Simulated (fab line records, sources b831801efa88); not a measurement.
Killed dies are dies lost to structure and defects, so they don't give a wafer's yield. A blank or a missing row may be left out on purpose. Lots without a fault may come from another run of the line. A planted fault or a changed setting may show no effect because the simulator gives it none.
Chamber matching | flow gf180mcu | GF_V5_ETCH_16 on rie_diel-04: 4 sister chambers
The step etches BARC in N2/H2. 14 wafers are shown with their chamber, then 7 later ones without.

WAFERS WITH THEIR CHAMBER
wafer  | chamber | drypump_motor_current_A (A) | rf_fwd_power_W (W) | throttle_valve_pct (%)
L077.4 | 0       | 5.0                         | 497.2              | 13.230
L077.5 | 2       | 6.6                         | 491.3              | 13.229
L077.6 | 1       | 5.5                         | 495.6              | 13.213
L076.3 | 2       | 6.5                         | 489.3              | 13.225
L076.4 | 0       | 5.0                         | 496.2              | 13.227
L076.6 | 2       | 6.6                         | 492.9              | 13.215
L079.2 | 0       | 4.9                         | 495.8              | 13.233
L079.4 | 1       | 5.5                         | 493.2              | 13.225
L079.6 | 0       | 5.0                         | 495.5              | 13.210
L088.1 | 0       | 4.9                         | 493.8              | 13.232
L088.3 | 3       | 4.9                         | 492.4              | 13.224
L088.4 | 2       | 6.5                         | 491.5              | 13.225
L089.1 | 2       | 6.6                         | 494.9              | 13.221
L089.3 | 3       | 4.8                         | 494.2              | 13.212

SIGNATURES (means of the wafers above)
reading                 | chamber 0 | chamber 1 | chamber 2 | chamber 3 | scatter within a chamber
drypump_motor_current_A | 4.960     | 5.500     | 6.560     | 4.850     | 0.0539
rf_fwd_power_W          | 495.700   | 494.400   | 491.980   | 493.300   | 1.67
throttle_valve_pct      | 13.22640  | 13.21900  | 13.22300  | 13.21800  | 0.00783
Rule: a wafer's distance from a chamber is the root of the sum, over the readings, of the square of ((its reading less the chamber's mean) divided by the reading's scatter). The wafer belongs to the nearest chamber; if the next one is less than 2 further off, it can't be placed. The scatter: the root of (the sum of the squares of (reading less its chamber's mean) over the shown wafers, divided by (wafers less chambers)).

WAFERS WITHOUT THEIR CHAMBER
wafer  | drypump_motor_current_A (A) | rf_fwd_power_W (W) | throttle_valve_pct (%)
L089.6 | 5.5                         | 495.1              | 13.204
L092.1 | 4.9                         | 494.2              | 13.243
L092.3 | 4.9                         | 497.6              | 13.221
L092.4 | 5.6                         | 495.2              | 13.213
L097.2 | 6.6                         | 493.5              | 13.215
L097.3 | 4.9                         | 494.1              | 13.236
L097.6 | 5.5                         | 497.8              | 13.219

WHICH CHAMBER EACH WENT THROUGH
wafer  | from the rows above     | in truth
L089.6 | 1                       | 1
L092.1 | can't be placed: 0 or 3 | 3
L092.3 | can't be placed: 0 or 3 | 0
L092.4 | 1                       | 1
L097.2 | 2                       | 2
L097.3 | can't be placed: 0 or 3 | 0
L097.6 | 1                       | 1
Placed correctly: 4 of 7. Can't be placed from these rows: 3 (the true chamber is among the candidates in 3). Placed wrongly: 0.
